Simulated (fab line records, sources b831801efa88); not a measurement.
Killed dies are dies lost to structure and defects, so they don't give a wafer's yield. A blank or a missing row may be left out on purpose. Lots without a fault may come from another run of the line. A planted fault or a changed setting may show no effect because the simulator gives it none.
fab line records | flow sfq_line
record lots=14 wafers=42 last_day=83
route steps=325 shown M0@29 M1@69 I3@143 R5@212
lots that met no fault: from a run of the same line without faults
start_h: hours from the record's first day to the start of the lot's first wafer shown | wait_h: hours since the lot's step before | " the same as in the row above | L1.1+2: a row that stands for several wafers | - no value, or no start given | * or withheld: withheld | < > ~ a bound
route shown NAME@n: a module of which the file shows steps, and the number in the route of the first | usual: mean/standard deviation of fault-free wafers | same: alike in all rows | chamber/n: place in a boat | sites: the reading at each site | _std_site: their standard deviation | _edge_site: outer sites' mean less inner sites' | radius_mm: how far each site lies from the wafer's centre | mask NAME#n: copy n | behind: the tool/chamber that last shaped the wafer | hold: why the lot was held/for how many hours/how that ended | device: the transistor (n, p or np) that didn't switch | end of line: the same wafers' tests at the end of the route | a step without rows: its recipe alone | killed: dies lost to structure and defects at the first sort, not the wafer's yield | map: a wafer's dies, x killed, . not, _ none there
set.NAME: the setting as run; set.NAME@STEP: as run at that earlier step | model.NAME: the simulator's own value behind a step, which no gauge read
steps of the route over a sample of lots; a table a step, a row a wafer
services: from which hour (start_h, from the record's first day; less than 0 if before it) a tool's chamber was out of use, for how many hours, and why
## steps
# step SFQ_TRILAYER_M0_DEP_SPUTTER_019
# recipe material=Nb base_pressure_pa=1.33e-06 chamber_pressure_pa=0.1333 substrate_temp_c=20 resputter_cathode_voltage_v=400 target_thk_nm=200 power_w=1958 time_s=133.3
# usual throttle_valve_pct=30.0/0.85
# columns lot.wafer tool chamber start_h wait_h throttle_valve_pct
L448.2 pvd_sputter-05 - 102.80 0.0 29.7
L448.4 " - " " 29.8
L448.5 " - " " 28.2
L450.3 pvd_sputter-04 - 114.80 0.0 30.8
L450.4 " - " " 30.9
L450.5 " - " " 31.0
L451.1 pvd_sputter-03 - 122.00 0.0 28.6
L451.3 " - " " 30.6
L451.4 " - " " 30.4
L452.2 pvd_sputter-05 - 126.82 0.0 30.3
L452.5 " - " " 30.3
L452.6 " - " " 28.3
L453.1 pvd_sputter-03 - 132.80 0.0 29.2
L453.2 " - " " 29.5
L453.5 " - " " 28.6
L454.2 pvd_sputter-05 - 145.08 0.0 29.6
L454.3 " - " " 30.2
L454.4 " - " " 28.3
L455.4 pvd_sputter-05 - 151.83 0.0 30.2
L455.5 " - " " 30.2
L455.6 " - " " 30.0
L456.1 pvd_sputter-05 - 156.63 0.0 30.3
L456.2 " - " " 29.8
L456.4 " - " " 30.3
L458.3 pvd_sputter-03 - 169.85 0.0 30.6
L458.4 " - " " 30.3
L458.5 " - " " 29.3
L460.2 pvd_sputter-04 - 180.63 0.0 30.8
L460.3 " - " " 30.6
L460.5 " - " " 28.3
L461.1 pvd_sputter-04 - 185.43 0.0 30.8
L461.3 " - " " 30.7
L461.4 " - " " 31.0
L464.3 pvd_sputter-03 - 199.83 0.0 30.6
L464.4 " - " " 30.7
L464.6 " - " " 30.7
L467.2 pvd_sputter-03 - 223.83 0.0 29.7
L467.3 " - " " 28.8
L467.4 " - " " 30.5
L468.3 pvd_sputter-03 - 229.63 0.0 29.0
L468.4 " - " " 30.6
L468.5 " - " " 30.6
# step SFQ_M0_RS_MEAS_904
# recipe thk_meas_gauge=four-point-probe reads=Nb_of_TRILAYER_M0_DEP_SPUTTER_019
# usual M0_NB_RS=0.911/0.0088
# columns lot.wafer tool chamber start_h wait_h M0_NB_RS[ohm/sq]
L448.2 film_metro-01 - 102.91 0.1 0.927
L448.4 " - " " 0.928
L448.5 " - " " 0.929
L450.3 film_metro-04 - 114.93 0.1 0.910
L450.4 " - " " 0.910
L450.5 " - " " 0.905
L451.1 film_metro-04 - 122.09 0.0 0.902
L451.3 " - " " 0.912
L451.4 " - " " 0.913
L452.2 film_metro-02 - 126.93 0.1 0.909
L452.5 " - " " 0.909
L452.6 " - " " 0.914
L453.1 film_metro-01 - 132.89 0.0 0.901
L453.2 " - " " 0.909
L453.5 " - " " 0.902
L454.2 film_metro-04 - 145.19 0.1 0.908
L454.3 " - " " 0.904
L454.4 " - " " 0.913
L455.4 film_metro-02 - 151.98 0.1 0.917
L455.5 " - " " 0.904
L455.6 " - " " 0.909
L456.1 film_metro-01 - 156.72 0.0 0.910
L456.2 " - " " 0.914
L456.4 " - " " 0.912
L458.3 film_metro-04 - 169.98 0.1 0.920
L458.4 " - " " 0.918
L458.5 " - " " 0.925
L460.2 film_metro-04 - 180.74 0.1 0.895
L460.3 " - " " 0.909
L460.5 " - " " 0.898
L461.1 film_metro-01 - 185.52 0.0 0.919
L461.3 " - " " 0.919
L461.4 " - " " 0.916
L464.3 film_metro-04 - 199.96 0.1 0.908
L464.4 " - " " 0.906
L464.6 " - " " 0.906
L467.2 film_metro-04 - 223.94 0.1 0.761
L467.3 " - " " 0.757
L467.4 " - " " 0.760
L468.3 film_metro-01 - 229.76 0.1 0.753
L468.4 " - " " 0.761
L468.5 " - " " 0.752
# step SFQ_TRILAYER_M0_ETCH_METAL_ETCH_024
# recipe target=Nb stop_on=SiO2 mask_material=PR chemistry=Cl2/Ar target_depth_nm=240 icp_w=600 bias_w=80 pressure_mtorr=10 time_s=120
# usual drypump_motor_current_A=5.29/0.16 oes_product_au=0.884/0.0066
# columns lot.wafer tool chamber start_h wait_h drypump_motor_current_A oes_product_au rf_hours_counter_h
L448.2 rie_metal-02 1 182.20 0.0 5.28 0.882 100
L448.4 " 0 " " 5.28 0.881 -
L448.5 " 0 " " 5.26 0.879 -
L450.3 rie_metal-04 0 195.48 0.1 5.04 0.890 -
L450.4 " 1 " " 5.47 0.879 -
L450.5 " 1 " " 5.46 0.885 -
L451.1 rie_metal-04 0 201.42 0.1 5.02 0.886 111
L451.3 " 0 " " 5.04 0.886 -
L451.4 " 1 " " 5.46 0.877 -
L452.2 rie_metal-04 1 209.80 0.0 5.45 0.888 151
L452.5 " 0 " " 5.04 0.888 -
L452.6 " 1 " " 5.46 0.875 -
L453.1 rie_metal-02 0 220.42 0.1 5.28 0.890 56
L453.2 " 1 " " 5.27 0.879 106
L453.5 " 0 " " 5.29 0.894 -
L454.2 rie_metal-02 0 232.40 0.0 5.27 0.884 59
L454.3 " 0 " " 5.29 0.882 -
L454.4 " 1 " " 5.27 0.882 -
L455.4 rie_metal-02 0 239.65 0.1 5.29 0.874 -
L455.5 " 0 " " 5.28 0.885 -
L455.6 " 1 " " 5.26 0.877 -
L456.1 rie_metal-01 1 245.60 0.0 5.62 0.887 57
L456.2 " 0 " " 5.18 0.891 84
L456.4 " 0 " " 5.21 0.881 -
L458.3 rie_metal-01 0 258.85 0.1 5.21 0.874 -
L458.4 " 1 " " 5.63 0.876 -
L458.5 " 0 " " 5.19 0.876 -
L460.2 rie_metal-02 0 272.00 0.0 5.28 0.897 66
L460.3 " 0 " " 5.28 0.889 -
L460.5 " 1 " " 5.27 0.890 -
L461.1 rie_metal-02 0 279.20 0.0 5.27 0.883 68
L461.3 " 1 " " 5.28 0.880 -
L461.4 " 0 " " 5.28 0.887 -
L464.3 rie_metal-01 1 291.25 0.1 5.60 0.886 -
L464.4 " 0 " " 5.20 0.884 -
L464.6 " 0 " " 5.17 0.891 -
L467.2 rie_metal-02 1 318.85 0.0 5.30 0.972 125
L467.3 " 0 " " 5.28 0.986 -
L467.4 " 1 " " 5.31 0.975 -
L468.3 rie_metal-04 1 323.88 0.1 5.45 0.977 -
L468.4 " 0 " " 5.07 0.987 -
L468.5 " 0 " " 5.06 0.983 -
# step SFQ_TRILAYER_M1_BARC_OPEN_METAL_ETCH_054
# recipe mask_material=PR chemistry=O2 target_depth_nm=125 target=BARC icp_w=600 bias_w=80 pressure_mtorr=10 time_s=41.7
# usual drypump_motor_current_A=5.3/0.34 oes_product_au=0.685/0.0051
# columns lot.wafer tool chamber start_h wait_h drypump_motor_current_A oes_product_au rf_hours_counter_h
L448.2 rie_metal-04 0 388.23 0.0 5.0 0.686 148
L448.4 " 1 " " 5.4 0.688 -
L448.5 " 1 " " 5.5 0.685 -
L450.3 rie_metal-01 0 408.65 0.0 5.2 0.678 -
L450.4 " 1 " " 5.6 0.682 -
L450.5 " 1 " " 5.6 0.683 -
L451.1 rie_metal-03 0 414.63 0.0 4.8 0.679 21
L451.3 " 0 " " 4.7 0.686 -
L451.4 " 1 " " 5.8 0.687 -
L452.2 rie_metal-03 1 426.63 0.0 5.8 0.684 64
L452.5 " 1 " " 5.7 0.684 -
L452.6 " 0 " " 4.8 0.691 -
L453.1 rie_metal-04 1 439.83 0.0 5.4 0.689 3
L453.2 " 0 " " 5.1 0.685 163
L453.5 " 0 " " 5.0 0.682 -
L454.2 rie_metal-03 0 459.03 0.0 4.8 0.686 30
L454.3 " 0 " " 4.8 0.696 -
L454.4 " 1 " " 5.7 0.686 -
L455.4 rie_metal-04 1 473.45 0.0 5.5 0.693 -
L455.5 " 0 " " 5.0 0.691 -
L455.6 " 1 " " 5.4 0.685 -
L456.1 rie_metal-01 0 485.61 0.0 5.2 0.685 122
L456.2 " 1 " " 5.6 0.681 99
L456.4 " 0 " " 5.2 0.686 -
L458.3 rie_metal-03 0 526.08 0.0 4.7 0.687 -
L458.4 " 1 " " 5.8 0.686 -
L458.5 " 1 " " 5.7 0.693 -
L460.2 rie_metal-03 0 541.75 0.0 4.8 0.681 46
L460.3 " 1 " " 5.7 0.681 -
L460.5 " 0 " " 4.8 0.698 -
L461.1 rie_metal-01 0 546.46 0.0 5.2 0.685 133
L461.3 " 1 " " 5.6 0.685 -
L461.4 " 0 " " 5.2 0.679 -
L464.3 rie_metal-01 1 567.91 0.0 5.6 0.692 -
L464.4 " 0 " " 5.2 0.689 -
L464.6 " 1 " " 5.6 0.679 -
L467.2 rie_metal-03 1 600.26 0.0 5.7 0.689 97
L467.3 " 1 " " 5.7 0.676 -
L467.4 " 0 " " 4.8 0.680 -
L468.3 rie_metal-04 0 606.28 0.0 5.0 0.683 -
L468.4 " 1 " " 5.5 0.694 -
L468.5 " 1 " " 5.5 0.691 -
# step SFQ_I3_OVL_MEAS_923
# usual I3_OVL=-2/5.9
# columns lot.wafer tool chamber start_h wait_h I3_OVL[nm]
L448.2 overlay-02 - 641.60 0.1 4
L448.4 " - " " 2
L448.5 " - " " 2
L450.3 overlay-01 - 663.93 0.1 0
L450.4 " - " " -4
L450.5 " - " " -1
L451.1 overlay-01 - 794.93 0.1 -1
L451.3 " - " " -1
L451.4 " - " " 5
L452.2 overlay-01 - 804.88 0.1 -3
L452.5 " - " " 4
L452.6 " - " " -7
L453.1 overlay-01 - 817.12 0.1 -8
L453.2 " - " " -9
L453.5 " - " " -5
L454.2 overlay-02 - 832.61 0.1 1
L454.3 " - " " -2
L454.4 " - " " -1
L455.4 overlay-02 - 845.94 0.1 -18
L455.5 " - " " -10
L455.6 " - " " -8
L456.1 overlay-02 - 855.59 0.1 -1
L456.2 " - " " -4
L456.4 " - " " 1
L458.3 overlay-01 - 884.55 0.1 1
L458.4 " - " " -3
L458.5 " - " " 8
L460.2 overlay-02 - 907.25 0.1 -4
L460.3 " - " " 1
L460.5 " - " " 0
L461.1 overlay-02 - 912.05 0.1 -7
L461.3 " - " " -4
L461.4 " - " " -8
L464.3 overlay-01 - 938.06 0.1 -6
L464.4 " - " " 3
L464.6 " - " " -2
L467.2 overlay-02 - 961.59 0.1 -8
L467.3 " - " " -4
L467.4 " - " " 4
L468.3 overlay-01 - 971.30 0.1 9
L468.4 " - " " -7
L468.5 " - " " 2
# step SFQ_TRILAYER_R5_DEP_SPUTTER_132
# recipe material=Ti base_pressure_pa=1.33e-06 target_thk_nm=5 power_w=2000 time_s=5 chamber_pressure_pa=0.4
# usual throttle_valve_pct=29.8/0.96
# columns lot.wafer tool chamber start_h wait_h throttle_valve_pct
L448.2 pvd_sputter-05 - 1118.47 0.8 30.1
L448.4 " - " " 29.8
L448.5 " - " " 28.2
L450.3 pvd_sputter-05 - 1245.57 0.6 29.8
L450.4 " - " " 30.2
L450.5 " - " " 30.3
L451.1 pvd_sputter-04 - 1248.57 1.0 30.8
L451.3 " - " " 28.4
L451.4 " - " " 30.7
L452.2 pvd_sputter-06 - 1259.71 0.8 28.8
L452.5 " - " " 30.6
L452.6 " - " " 28.2
L453.1 pvd_sputter-06 - 1269.71 1.0 30.8
L453.2 " - " " 28.2
L453.5 " - " " 28.4
L454.2 pvd_sputter-04 - 1284.07 0.8 27.9
L454.3 " - " " 30.8
L454.4 " - " " 30.6
L455.4 pvd_sputter-05 - 1299.65 0.4 29.7
L455.5 " - " " 30.3
L455.6 " - " " 29.9
L456.1 pvd_sputter-06 - 1306.22 1.0 28.8
L456.2 " - " " 30.5
L456.4 " - " " 30.5
L458.3 pvd_sputter-05 - 1336.77 0.6 30.5
L458.4 " - " " 28.4
L458.5 " - " " 28.2
L460.2 pvd_sputter-05 - 1356.76 0.8 30.2
L460.3 " - " " 28.4
L460.5 " - " " 28.5
L461.1 pvd_sputter-05 - 1372.77 1.0 30.3
L461.3 " - " " 28.2
L461.4 " - " " 30.0
L464.3 pvd_sputter-05 - 1390.46 0.6 29.9
L464.4 " - " " 30.3
L464.6 " - " " 30.3
L467.2 pvd_sputter-04 - 1405.46 0.8 30.8
L467.3 " - " " 30.5
L467.4 " - " " 28.1
L468.3 pvd_sputter-05 - 1408.46 0.6 28.5
L468.4 " - " " 30.1
L468.5 " - " " 30.3
## services
# columns tool chamber start_h hours kind
pvd_sputter-05 - 106.23 12.8 repair
pvd_sputter-05 - 121.52 3.6 repair
rie_metal-01 - 183.82 4.3 pm
pvd_sputter-05 - 213.92 5.0 repair
rie_metal-04 - 306.02 0.2 repair
rie_metal-02 0 312.35 1.2 repair
rie_metal-01 - 351.33 2.8 pm
rie_metal-02 - 404.33 0.9 repair
rie_metal-01 - 427.14 14.6 pm
rie_metal-04 1 461.52 3.9 repair
pvd_sputter-05 - 595.55 9.3 repair
pvd_sputter-05 - 603.01 3.8 repair
pvd_sputter-05 - 643.02 8.1 repair
pvd_sputter-05 - 661.70 4.9 repair
pvd_sputter-05 - 799.41 0.6 repair
rie_metal-04 - 810.85 1.4 pm
rie_metal-04 - 816.94 14.6 pm
pvd_sputter-05 - 844.92 7.0 repair
pvd_sputter-05 - 926.26 0.7 repair
pvd_sputter-05 - 1009.75 3.4 repair
rie_metal-04 - 1063.70 2.8 pm
pvd_sputter-05 - 1080.03 0.5 repair
pvd_sputter-05 - 1099.37 3.0 repair
pvd_sputter-05 - 1162.91 0.9 repair
## key
first_sign step=SFQ_M0_RS_MEAS_904 reading=M0_NB_RS direction=down sigmas=17 usual=0.911 struck=0.757
effect step=SFQ_TRILAYER_M0_ETCH_METAL_ETCH_024 reading=oes_product_au direction=up sigmas=15 usual=0.884 struck=0.980
met_at SFQ_TRILAYER_M0_DEP_SPUTTER_019
struck_lots L467,L468
not_acting_at SFQ_TRILAYER_M1_BARC_OPEN_METAL_ETCH_054,SFQ_I3_OVL_MEAS_923,SFQ_TRILAYER_R5_DEP_SPUTTER_132
onset_between 199.83 223.83
also_fits time
fault kind=process_parameter_drift tool=pvd_sputter-03 chamber=- onset_h=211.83 steps=SFQ_TRILAYER_M0_DEP_SPUTTER_019 channel=time_s offset=* shape=step end_h=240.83 acts_in=* stated=*
